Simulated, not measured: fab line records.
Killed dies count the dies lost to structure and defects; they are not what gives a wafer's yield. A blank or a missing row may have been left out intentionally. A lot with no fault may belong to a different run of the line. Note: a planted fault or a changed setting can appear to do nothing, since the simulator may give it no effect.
One fault seen from 2 desks -- flow gf180mcu -- every desk sees just its own numbers, and what lay behind them comes last

## THE TOOL OWNER'S DESK: cvd w-02
The tool's own readings at GF_V3_CVD_23 (deposits W, target thk 350 nm, time 104.9 s): means of the sampled wafers that have a number, for each lot that ran on this tool. A lot is out of limits, marked OUT, if its mean lies more than 4 standard deviations from the usual mean; the brackets give that distance.
Columns: A = heater power outer w at GF_V3_CVD_23, usual 548 W; B = heater power w at GF_V3_CVD_23, usual 917 W
lot,first seen here,A,B
L956,day 22 10:23,505,814
L957,day 22 13:17,519,895
L964,day 25 07:50,516,892
L965,day 25 15:23,498,822
L970,day 27 02:32,516,867
L971,day 27 08:23,528,894
This desk found nothing out of limits on any of the 6 lots.

## METROLOGY DESK
Lot by lot, what the gauges showed, no matter which tool ran the lot: averages of those sampled wafers that carry a number. A lot is out of limits, marked OUT, if its mean lies more than 4 standard deviations from the usual mean; the brackets give that distance.
Columns: A = M3_ALCU_RS at GF_M3_RS_MEAS_05, usual 0.0696 ohm/sq; B = M3_OVL at GF_M3_OVL_MEAS_15, usual 0 nm; C = V3_CVD_00_THK at GF_V3_THK_MEAS_01, usual 600 nm; D = V3_W_RS at GF_V3_RS_MEAS_24, usual 0.322 ohm/sq; E = V3_W_THK at GF_V3_THK_MEAS_25, usual 346 nm
lot,first seen here,A,B,C,D,E
L956,day 20 08:33,0.0695,1,602,0.325,339
L957,day 20 12:26,0.0689,11,607,0.327,339
L958,day 20 19:01,0.0693,2,600,0.319,351
L960,day 21 23:13,0.0689,-0,597,0.318,347
L961,day 22 08:04,0.0704,1,601,0.323,346
L963,day 23 09:22,0.0691,-5,600,0.316,350
L964,day 23 09:55,0.0685,4,601,0.324,346
L965,day 23 17:20,0.0696,0,592,0.329,339
L970,day 25 06:35,0.0711,-10,595,0.445 (+26) OUT,272 (-15) OUT
L971,day 25 12:36,0.0691,-5,597,0.491 (+36) OUT,244 (-20) OUT
L977,day 27 17:28,0.0697,2,604,0.323,345
L979,day 28 02:35,0.0703,4,603,0.324,346
Finding of this desk: L970, L971 out of limits, first seen on L970 at day 27 02:39 (V3_W_RS at GF_V3_RS_MEAS_24). In limits: L956, L957, L958, L960, L961, L963, L964, L965, L977, L979.

## BROUGHT TOGETHER
Metrology desk: alarm possible at day 27 02:39 on L970, L971.
The tool owner's desk saw nothing out of limits.
On record at the tool owner's desk: L970, L971, within its limits.
Every lot named ran GF_V3_CVD_23 on cvd w-02.

## WHAT THE SIMULATOR HAD PUT IN
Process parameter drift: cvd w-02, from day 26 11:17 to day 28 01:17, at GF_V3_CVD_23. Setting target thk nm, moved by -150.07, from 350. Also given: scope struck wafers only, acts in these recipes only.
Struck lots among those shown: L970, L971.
Hours from the fault's start to each desk's first reading out of limits: the metrology desk, 15.
